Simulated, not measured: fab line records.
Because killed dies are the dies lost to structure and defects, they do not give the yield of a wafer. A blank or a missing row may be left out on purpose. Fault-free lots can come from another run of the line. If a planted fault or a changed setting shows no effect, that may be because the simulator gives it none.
Problem report in the 8D (eight disciplines) form, filled by code | flow sfq_line | the parts of the form that need people (team, actions taken, sign-off) are left out

## 1. WHAT WENT WRONG
Mean I1_OVL at SFQ_I1_OVL_MEAS_913: 108 nm over 6 wafers in 2 lots; fault-free wafers: -1 nm, standard deviation 4.8. That puts it +23 standard deviations away from the usual mean.
Seen first at day 41 13:11 on overlay-01, wafer L142.2. The record holds 42 wafers of 14 lots with a number at this step. Rule for "out", or "out of limits": more than 4 standard deviations from the usual mean. The rest of the wafers with a number are treated as sound.

## 2. WHAT IT IS; WHAT IT IS NOT
question                    | is                     | is not
which readings at this step | I1_OVL                 | -
which lots                  | L142, L143             | L123, L127, L128, L129, L130, L131, L132, L133, L135, L136, L145, L146
which wafers of those lots  | all that have a number | -
read on which gauges        | overlay-01, overlay-02 | -
when                        | from day 41 13:11      | up to then (30 sound wafers); but 6 sound wafers of L145, L146 came after

## 3. THE SUSPECTS, EACH WITH WHAT RULES IT OUT
Counting: a tool stays on the suspect list if, at a process step up to the reading, it processed all lots that are out and no sound lot following the first of them.
- the gauge at SFQ_I1_OVL_MEAS_913 has been ruled out. The wafers that are out were read on 2 gauges (overlay-01, overlay-02).
- krf_scanner-01 at SFQ_TRILAYER_I1_VIA_LITHO_EXPOSE_050 (exposes mask I1, target cd 500 nm): kept. Every lot that is out went through it, starting with L142 (day 41 11:53), and after that it ran no sound lot; the last sound lot it ran before then is L133 (day 37 23:31).
Left after counting: krf_scanner-01 at SFQ_TRILAYER_I1_VIA_LITHO_EXPOSE_050.

## 4. THE CAUSE (what the simulator had put in)
Scanner matching overlay: krf_scanner-01, from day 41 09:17 on, at SFQ_TRILAYER_I1_VIA_LITHO_EXPOSE_050. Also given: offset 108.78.
Counting left only this tool.

## 5. SEQUENCE OF EFFECTS, ordered by route
Each row: a reading whose mean over the struck wafers that have a number lies more than 3 standard deviations from the usual. Scope: only readings with a usual standard deviation given in the record; hours: median across lots of the time from each lot's start at the first step in this table that gives one to its start at this step; sigmas: change in usual standard deviations.
hours | step                | reading | usual | on struck wafers | change | sigmas
0     | SFQ_I1_OVL_MEAS_913 | I1_OVL  | -1 nm | 108              | +110   | +23
At these later measuring or inspecting steps, every struck wafer for which the step has a row has a number for every such reading, and none has moved that far: SFQ_M2_OVL_MEAS_916, SFQ_M3_RS_MEAS_919.

## 6. WHAT WOULD HAVE CAUGHT IT SOONER
4 hours passed between the start of the fault at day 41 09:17 and the first reading out of limits at a measuring or inspecting step in this record, taken at day 41 13:11.
Of the lots that are out (2), L143 began SFQ_TRILAYER_I1_VIA_LITHO_EXPOSE_050 on krf_scanner-01 after day 41 13:11. Had the tool been put on hold then, it would have been spared.
